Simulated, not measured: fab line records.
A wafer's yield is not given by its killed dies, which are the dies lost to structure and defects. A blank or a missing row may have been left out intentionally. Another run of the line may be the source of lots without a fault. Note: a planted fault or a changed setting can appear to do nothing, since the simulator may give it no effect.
Split-lot experiment / flow gf180mcu / 23 wafers read across 5 lots, on a route 602 steps long

## THE SPLIT ITSELF
At GF_HV_LDD_CVD_54 (deposits SiO2 from TEOS, target thk 10 nm, time 75 s), the setting targetThkNm was moved away from the recipe's 10 nm on 20 of the 23 wafers read, by -5.1% to +6.4%. All remaining wafers had this setting at the recipe value.

Between the split and the reading, the file records no step.

## THE READING
HV_LDD_CVD_54_THK at GF_HV_LDD_THK_MEAS_55, in nm. A value of 10.13 nm with a standard deviation of 0.12 nm is what fault-free wafers of this fab line usually give.

wafer=L075.1; tool, chamber at the split=-, -; targetThkNm as run, nm=10.64; against the recipe=+6.4%; HV_LDD_CVD_54_THK, nm=10.96; against lot-mates on the recipe=no lot-mate on the recipe
wafer=L075.2; tool, chamber at the split=-, -; targetThkNm as run, nm=10.64; against the recipe=+6.4%; HV_LDD_CVD_54_THK, nm=10.95; against lot-mates on the recipe=no lot-mate on the recipe
wafer=L075.3; tool, chamber at the split=-, -; targetThkNm as run, nm=10.64; against the recipe=+6.4%; HV_LDD_CVD_54_THK, nm=10.89; against lot-mates on the recipe=no lot-mate on the recipe
wafer=L075.5; tool, chamber at the split=-, -; targetThkNm as run, nm=10.64; against the recipe=+6.4%; HV_LDD_CVD_54_THK, nm=10.88; against lot-mates on the recipe=no lot-mate on the recipe
wafer=L075.6; tool, chamber at the split=-, -; targetThkNm as run, nm=10.64; against the recipe=+6.4%; HV_LDD_CVD_54_THK, nm=10.75; against lot-mates on the recipe=no lot-mate on the recipe
wafer=L077.2; tool, chamber at the split=-, -; targetThkNm as run, nm=9.709; against the recipe=-2.9%; HV_LDD_CVD_54_THK, nm=9.76; against lot-mates on the recipe=no lot-mate on the recipe
wafer=L077.3; tool, chamber at the split=-, -; targetThkNm as run, nm=9.709; against the recipe=-2.9%; HV_LDD_CVD_54_THK, nm=9.83; against lot-mates on the recipe=no lot-mate on the recipe
wafer=L077.4; tool, chamber at the split=-, -; targetThkNm as run, nm=9.709; against the recipe=-2.9%; HV_LDD_CVD_54_THK, nm=9.80; against lot-mates on the recipe=no lot-mate on the recipe
wafer=L077.5; tool, chamber at the split=-, -; targetThkNm as run, nm=9.709; against the recipe=-2.9%; HV_LDD_CVD_54_THK, nm=9.76; against lot-mates on the recipe=no lot-mate on the recipe
wafer=L077.6; tool, chamber at the split=-, -; targetThkNm as run, nm=9.709; against the recipe=-2.9%; HV_LDD_CVD_54_THK, nm=9.77; against lot-mates on the recipe=no lot-mate on the recipe
wafer=L080.1; tool, chamber at the split=lpcvd-01, 1; targetThkNm as run, nm=10; against the recipe=recipe; HV_LDD_CVD_54_THK, nm=10.10; against lot-mates on the recipe=-
wafer=L080.3; tool, chamber at the split=lpcvd-01, 1; targetThkNm as run, nm=10; against the recipe=recipe; HV_LDD_CVD_54_THK, nm=10.01; against lot-mates on the recipe=-
wafer=L080.6; tool, chamber at the split=lpcvd-01, 1; targetThkNm as run, nm=10; against the recipe=recipe; HV_LDD_CVD_54_THK, nm=10.07; against lot-mates on the recipe=-
wafer=L082.1; tool, chamber at the split=-, -; targetThkNm as run, nm=9.487; against the recipe=-5.1%; HV_LDD_CVD_54_THK, nm=9.66; against lot-mates on the recipe=no lot-mate on the recipe
wafer=L082.2; tool, chamber at the split=-, -; targetThkNm as run, nm=9.487; against the recipe=-5.1%; HV_LDD_CVD_54_THK, nm=9.69; against lot-mates on the recipe=no lot-mate on the recipe
wafer=L082.3; tool, chamber at the split=-, -; targetThkNm as run, nm=9.487; against the recipe=-5.1%; HV_LDD_CVD_54_THK, nm=9.70; against lot-mates on the recipe=no lot-mate on the recipe
wafer=L082.5; tool, chamber at the split=-, -; targetThkNm as run, nm=9.487; against the recipe=-5.1%; HV_LDD_CVD_54_THK, nm=9.80; against lot-mates on the recipe=no lot-mate on the recipe
wafer=L082.6; tool, chamber at the split=-, -; targetThkNm as run, nm=9.487; against the recipe=-5.1%; HV_LDD_CVD_54_THK, nm=9.79; against lot-mates on the recipe=no lot-mate on the recipe
wafer=L085.1; tool, chamber at the split=-, -; targetThkNm as run, nm=10.47; against the recipe=+4.7%; HV_LDD_CVD_54_THK, nm=10.47; against lot-mates on the recipe=no lot-mate on the recipe
wafer=L085.2; tool, chamber at the split=-, -; targetThkNm as run, nm=10.47; against the recipe=+4.7%; HV_LDD_CVD_54_THK, nm=10.43; against lot-mates on the recipe=no lot-mate on the recipe
wafer=L085.3; tool, chamber at the split=-, -; targetThkNm as run, nm=10.47; against the recipe=+4.7%; HV_LDD_CVD_54_THK, nm=10.51; against lot-mates on the recipe=no lot-mate on the recipe
wafer=L085.5; tool, chamber at the split=-, -; targetThkNm as run, nm=10.47; against the recipe=+4.7%; HV_LDD_CVD_54_THK, nm=10.53; against lot-mates on the recipe=no lot-mate on the recipe
wafer=L085.6; tool, chamber at the split=-, -; targetThkNm as run, nm=10.47; against the recipe=+4.7%; HV_LDD_CVD_54_THK, nm=10.47; against lot-mates on the recipe=no lot-mate on the recipe

FIT RESULTS
A straight line over all 23 wafers: HV_LDD_CVD_54_THK changes by +0.0976 nm for each +1% of targetThkNm; r = +0.97; the points scatter about the line by 0.12 nm.
Too few moved wafers have a lot-mate on the recipe to fit a line with each lot's own level taken away.

## THE WHOLE CHAIN: every reading that the file lists as answering this split, in the file's order
step=GF_HV_LDD_CVD_54; what it does=deposits SiO2 from TEOS, target thk 10 nm, time 75 s; reading=SiO2_of_HV_LDD_CVD_54.thkNm (the simulator's own value, which no gauge read); change (the file's fit)=+0.0963 nm for each +1% of the setting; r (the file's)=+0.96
step=GF_HV_LDD_THK_MEAS_55; what it does=; reading=HV_LDD_CVD_54_THK; change (the file's fit)=+0.0976 for each +1% of the setting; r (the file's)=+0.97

## FILE'S OWN FIT
HV_LDD_CVD_54_THK changes by +0.0976 nm for each +1% of targetThkNm, r = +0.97.
